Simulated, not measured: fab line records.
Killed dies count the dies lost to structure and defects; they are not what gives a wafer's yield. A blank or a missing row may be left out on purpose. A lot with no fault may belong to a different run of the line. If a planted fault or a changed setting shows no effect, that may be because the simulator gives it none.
The same fault as seen by 2 desks	flow gf180mcu	each desk holds nothing but its own numbers, with what lay behind them at the end

== AT THE METROLOGY DESK ==
What the gauges read for every lot (on any tool): the sampled wafers with a number, averaged. The brackets show how far a lot's mean lies from the usual mean; more than 4 standard deviations puts the lot out of limits, marked OUT.
Columns: A = HV_LDD_TW at GF_HV_LDD_TW_MEAS_11, usual 2378; B = HV_LDD_RS at GF_HV_LDD_RS_MEAS_53, usual 419.1 ohm/sq; C = V1_CVD_02_THK at GF_V1_THK_MEAS_03, usual 851 nm
lot	first seen here	A	B	C
L464	day 10 16:27	2351	417.0	854
L465	day 10 22:34	2352	420.1	851
L469	day 12 06:23	2287 (-4.3) OUT	452.5 (+30) OUT	846
L471	day 12 23:26	2278 (-4.7) OUT	453.8 (+32) OUT	842
L472	day 13 03:08	2253 (-6.0) OUT	453.9 (+32) OUT	853
L473	day 13 17:29	2389	418.3	863
L475	day 14 04:56	2358	420.7	861
L479	day 15 07:41	2371	419.3	841
L482	day 16 08:59	2368	419.1	859
L483	day 16 14:56	2357	420.6	858
L485	day 17 07:14	2386	418.5	850
Per this desk, out of limits: L469, L471, L472; the first was L469, day 12 06:23 (HV_LDD_TW at GF_HV_LDD_TW_MEAS_11). L464, L465, L473, L475, L479, L482, L483, L485: within limits.

== THE TOOL OWNER'S DESK: implanter-03 ==
The tool's own readings at GF_HV_LDD_IMPLANT_09: means of the sampled wafers that have a number, for each lot that ran on this tool. The brackets show how far a lot's mean lies from the usual mean; more than 4 standard deviations puts the lot out of limits, marked OUT.
Columns: A = doseIonsCm2 at GF_HV_LDD_IMPLANT_09, usual 9.998e+13; B = endStationPressureTorr at GF_HV_LDD_IMPLANT_09, usual 5.47e-06 Torr; C = faradayCurrentUA at GF_HV_LDD_IMPLANT_09, usual 563
lot	first seen here	A	B	C
L464	day 10 16:13	9.997e+13	5.53e-06	568
L469	day 12 06:08	8.321e+13 (-99 or more) OUT	5.33e-06	460 (-8.6) OUT
L471	day 12 23:11	8.321e+13 (-99 or more) OUT	5.39e-06	472 (-7.6) OUT
L472	day 13 02:53	8.323e+13 (-99 or more) OUT	5.49e-06	471 (-7.7) OUT
L479	day 15 07:26	9.997e+13	5.41e-06	572
L483	day 16 14:41	9.995e+13	5.42e-06	563
L485	day 17 06:59	9.976e+13	5.43e-06	558
This desk finds L469, L471, L472 out of limits, L469 being first, at day 12 06:08 (doseIonsCm2 at GF_HV_LDD_IMPLANT_09). L464, L479, L483, L485: within limits.

== ALL TOGETHER ==
On L469, L471, L472, at day 12 06:08, an alarm was possible from the tool owner's desk.
At day 12 06:23 the metrology desk could have sounded an alarm, on L469, L471, L472.
On implanter-03, each named lot ran GF_HV_LDD_IMPLANT_09.

== WHAT THE SIMULATOR HAD PUT IN ==
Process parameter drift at GF_HV_LDD_IMPLANT_09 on implanter-03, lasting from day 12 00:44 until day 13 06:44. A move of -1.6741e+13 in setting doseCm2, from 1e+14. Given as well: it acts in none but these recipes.
Shown lots that were struck: L469, L471, L472.
Time in hours from fault onset to the first out-of-limits reading at each desk: tool owner's desk 5, metrology desk 6.
